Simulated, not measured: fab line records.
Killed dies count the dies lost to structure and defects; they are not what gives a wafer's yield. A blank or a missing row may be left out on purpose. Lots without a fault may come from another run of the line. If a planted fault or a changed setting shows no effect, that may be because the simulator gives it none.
Which tool is to blame? | flow sfq line | 7 lots, 21 wafers sampled, at 4 steps of a route of 325

WHAT THE GAUGES READ, wafer by wafer
SFQ_M0_RS_MEAS_904: measurement is done with a four-point probe.
lot  | measured     | on            | M0_NB_RS (ohm/sq)
L437 | day 5 22:41  | film metro-02 | 0.892 0.880 0.896
L440 | day 7 04:02  | film metro-02 | 0.897 0.881 0.880
L443 | day 8 02:27  | film metro-01 | 0.902 0.896 0.877
L445 | day 8 07:15  | film metro-03 | 0.904 0.893 0.894
L448 | day 9 07:10  | film metro-03 | 0.890 0.881 0.880
L452 | day 10 07:17 | film metro-01 | 0.894 0.892 0.974 0.896 0.892 0.975
L456 | day 11 06:54 | film metro-01 | 0.862 0.880 0.868

WHICH TOOL RAN EACH LOT (tool, then ch and the chambers of the sampled wafers, then the start)
lot  | SFQ_TRILAYER_L0_DEP_SPUTTER_003 | SFQ_TRILAYER_L0_STRIP_STRIP_009  | SFQ_TRILAYER_M0_DEP_SPUTTER_019
L437 | pvd sputter-06, day 2 08:29     | rie metal-03 ch 0,1, day 4 05:31 | pvd sputter-04, day 5 22:35
L440 | pvd sputter-03, day 2 23:29     | rie metal-02 ch 0,1, day 4 23:49 | pvd sputter-03, day 7 03:55
L443 | pvd sputter-03, day 3 14:29     | rie metal-03 ch 0,1, day 5 17:37 | pvd sputter-05, day 8 02:22
L445 | pvd sputter-03, day 4 00:29     | rie metal-04 ch 0,1, day 6 02:01 | pvd sputter-05, day 8 07:10
L448 | pvd sputter-05, day 4 15:29     | rie metal-04 ch 0,1, day 6 16:25 | pvd sputter-03, day 9 07:05
L452 | pvd sputter-03, day 5 11:29     | rie metal-02 ch 0,1, day 7 11:37 | pvd sputter-04, day 10 07:11
L456 | pvd sputter-05, day 6 07:29     | rie metal-02 ch 0,1, day 8 08:17 | pvd sputter-05, day 11 06:49
- SFQ_TRILAYER_L0_DEP_SPUTTER_003: material MoNx KI, target thk 40 nm, time 100 s.
- SFQ_TRILAYER_L0_STRIP_STRIP_009: strips in O2.
- SFQ_TRILAYER_M0_DEP_SPUTTER_019: material Nb, target thk 200 nm, time 133.3 s.

THE ANSWER, worked out from the rows above alone
Rule: the lots themselves supply what counts as usual. The widest of any qualifying gaps counts: lots, ordered by their means at a reading, are off when they make up no more than a third of the lots, leave a main group of 4 or more, and stand apart from it by 3 or more times the standard deviation of that group's means. If all means in a main group match to the digits the tables above print for the reading, that group is not used. Also off: a lot with no number at a reading for which 4 or more lots have one. All remaining lots with rows at the step are treated as sound.
Nothing can be told from this: no lot is off at any reading shown.

WHAT THE SIMULATOR HAD PUT IN
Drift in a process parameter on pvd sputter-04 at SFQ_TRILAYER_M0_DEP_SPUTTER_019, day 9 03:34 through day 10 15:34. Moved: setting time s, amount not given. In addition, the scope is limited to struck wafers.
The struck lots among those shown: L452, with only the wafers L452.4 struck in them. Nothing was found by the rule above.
